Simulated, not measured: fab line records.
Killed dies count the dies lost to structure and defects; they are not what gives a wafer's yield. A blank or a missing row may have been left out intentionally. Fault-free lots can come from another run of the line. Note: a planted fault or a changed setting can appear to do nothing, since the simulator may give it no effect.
One fault through the eyes of 2 desks ; flow gf180mcu ; numbers are kept per desk, each desk with only its own; the story behind them comes last

== FROM THE METROLOGY DESK ==
Lot by lot, what the gauges showed, no matter which tool ran the lot: averages of those sampled wafers that carry a number. A lot is out of limits, marked OUT, if its mean lies more than 4 standard deviations from the usual mean; the brackets give that distance.
Columns: A = M2_ALCU_THK at GF_M2_THK_MEAS_06, usual 446 nm; B = V2_CVD_02_THK at GF_V2_THK_MEAS_03, usual 844 nm; C = M3_ALCU_RS at GF_M3_RS_MEAS_05, usual 0.0694 ohm/sq; D = M3_ALCU_THK at GF_M3_THK_MEAS_06, usual 445 nm
lot;first seen here;A;B;C;D
L586;day 18 22:16;449;836;0.0697;444
L587;day 19 14:24;445;855;0.0685;452
L589;day 20 06:47;450;836;0.0700;442
L590;day 20 17:38;439;857;0.0700;443
L592;day 21 09:20;452;843;0.0602 (-12) OUT;545 (+20) OUT
L602;day 24 12:42;443;851;0.0692;445
L603;day 25 04:07;455;851;0.0689;447
L604;day 25 04:26;439;839;0.0699;441
L605;day 25 12:29;446;845;0.0686;451
L606;day 25 19:46;448;851;0.0695;445
L607;day 26 04:22;450;864;0.0688;449
This desk's finding: out of limits on L592; first on L592, day 23 11:04 (M3_ALCU_RS at GF_M3_RS_MEAS_05). In limits: L586, L587, L589, L590, L602, L603, L604, L605, L606, L607.

== THE TOOL OWNER'S DESK: pvd sputter-01 ==
The tool's own readings at GF_M3_SPUTTER_02 (material AlCu, target thk 450 nm, time 23.9 s): means of the sampled wafers that have a number, for each lot that ran on this tool. A lot is out of limits, marked OUT, if its mean lies more than 4 standard deviations from the usual mean; the brackets give that distance.
Columns: A = throttle valve pct at GF_M3_SPUTTER_02, usual 30.4 %
lot;first seen here;A
L586;day 21 01:20;29.8
L589;day 22 09:02;29.9
L590;day 22 19:08;29.9
L592;day 23 10:57;30.0
L604;day 27 01:11;30.0
L605;day 27 09:35;29.6
L606;day 27 15:52;29.9
L607;day 27 23:46;30.4
This desk's finding: nothing out of limits on any of the 8 lots.

== ALL TOGETHER ==
At day 23 11:04 the metrology desk could have sounded an alarm, on L592.
The tool owner's desk saw nothing out of limits.
The tool owner's desk has L592 on record, within its limits.
On pvd sputter-01, each named lot ran GF_M3_SPUTTER_02.

== WHAT WAS PUT IN BY THE SIMULATOR ==
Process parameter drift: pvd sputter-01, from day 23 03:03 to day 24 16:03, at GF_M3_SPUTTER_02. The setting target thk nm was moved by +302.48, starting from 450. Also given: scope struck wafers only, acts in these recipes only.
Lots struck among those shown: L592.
Delay in hours, fault start to first out-of-limits reading, per desk: metrology desk 8.
